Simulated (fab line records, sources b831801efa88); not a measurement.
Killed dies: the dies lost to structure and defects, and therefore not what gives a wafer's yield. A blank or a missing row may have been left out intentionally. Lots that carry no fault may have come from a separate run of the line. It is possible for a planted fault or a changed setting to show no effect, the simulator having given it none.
Problem report, 8D (eight disciplines) form, completed by code | flow gf180mcu | the parts of the form that need people (team, actions taken, sign-off) are left out

## 1. THE ISSUE
Mean NSD_TW at GF_NSD_TW_MEAS_12: 3917 over 6 wafers in 2 lots; fault-free wafers: 4293, standard deviation 25. That is -15 standard deviations from the usual mean.
First seen on wafer L115.2, day 14 09:10, on film-metro-02. The record holds 30 wafers of 10 lots with a number at this step. Rule for "out", or "out of limits": more than 4 standard deviations from the usual mean. All remaining wafers that have a number are taken as sound.

## 2. WHAT THIS IS AND IS NOT
question                    | is                           | is not
which readings at this step | NSD_TW                       | -
which lots                  | L115, L116                   | L113, L114, L117, L125, L127, L133, L134, L135
which wafers of those lots  | all that have a number       | -
read on which gauges        | film-metro-02, film-metro-04 | film-metro-03
when                        | from day 14 09:10            | up to then (6 sound wafers); but 18 sound wafers of L117, L125, L127, L133, L134, L135 came after

## 3. SUSPECTS, AND WHAT RULES EACH OUT
Counting: a tool stays on the suspect list if, at a process step up to the reading, it processed all lots that are out and no sound lot following the first of them.
- ruled out: the gauge at GF_NSD_TW_MEAS_12. 2 gauges (film-metro-02, film-metro-04) read the wafers that are out.
- implanter-02 at GF_NSD_IMPLANT_09: ruled out as a lasting fault. The sound lots L135 went through it after L115, its earliest lot that is out (day 14 08:46).
- plasma-asher-02 at GF_NSD_STRIP_11 (strips in O2/N2): kept. It ran every lot that is out, first L115 (day 14 09:03), and no sound lot after that. Its own readings are out on those wafers: oes-product-au, strip-time-to-endpoint-s.
The count leaves plasma-asher-02 at GF_NSD_STRIP_11.

## 4. THE CAUSE (what the simulator had put in)
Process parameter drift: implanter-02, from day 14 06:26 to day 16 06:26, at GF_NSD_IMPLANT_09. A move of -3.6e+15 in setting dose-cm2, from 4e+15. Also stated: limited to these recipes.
The count ruled it out by mistake, since the rule takes a fault to strike every lot its tool runs from the start of the fault on, and this one did not do so.

## 5. SEQUENCE OF EFFECTS, ordered by route
One row per reading whose mean, taken over the struck wafers that have a number, lies over 3 standard deviations from the usual. Scope: only readings with a usual standard deviation given in the record; hours: median across lots of the time from each lot's start at the first step in this table that gives one to its start at this step; sigmas: change in usual standard deviations.
hours | step              | reading                   | usual         | on struck wafers | change     | sigmas
0     | GF_NSD_IMPLANT_09 | beam-on-s                 | 17.1 s        | 9.9              | -7.2       | -4.8
0     | GF_NSD_IMPLANT_09 | dose-ions-cm2             | 3.999e+15     | 4.002e+14        | -3.599e+15 | -99 or more
0     | GF_NSD_IMPLANT_09 | end-station-pressure-torr | 1.41e-05 Torr | 6.70e-06         | -7.40e-06  | -5.7
0     | GF_NSD_IMPLANT_09 | faraday-current-uA        | 12883         | 2242             | -10642     | -11
0     | GF_NSD_STRIP_11   | oes-product-au            | 0.488 a.u.    | 0.601            | +0.113     | +24
0     | GF_NSD_STRIP_11   | strip-time-to-endpoint-s  | 22.98 s       | 15.84            | -7.14      | -99 or more
0     | GF_NSD_TW_MEAS_12 | NSD_TW                    | 4293          | 3917             | -376       | -15
22    | GF_PSD_RS_MEAS_14 | NSD_RS                    | 46.06 ohm/sq  | 95.06            | +49.00     | +99 or more
Process steps it contains:
- GF_NSD_IMPLANT_09
- GF_NSD_STRIP_11: strips in O2/N2.
Later steps that measure or inspect, where all struck wafers having a row at the step show a number for every such reading and not one has moved that far: GF_TOP_METAL_OVL_MEAS_15.

## 6. HOW IT WOULD HAVE BEEN CAUGHT EARLIER
Counted from the fault's start at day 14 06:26, it took 3 hours until the first out-of-limits reading at a measuring or inspecting step in this record, taken at day 14 09:10.
The tool's own readings at GF_NSD_IMPLANT_09 were out on every struck wafer that the step has a row for (beam-on-s, dose-ions-cm2, end-station-pressure-torr, faraday-current-uA): an alarm limit on them would have fired on the first of those.
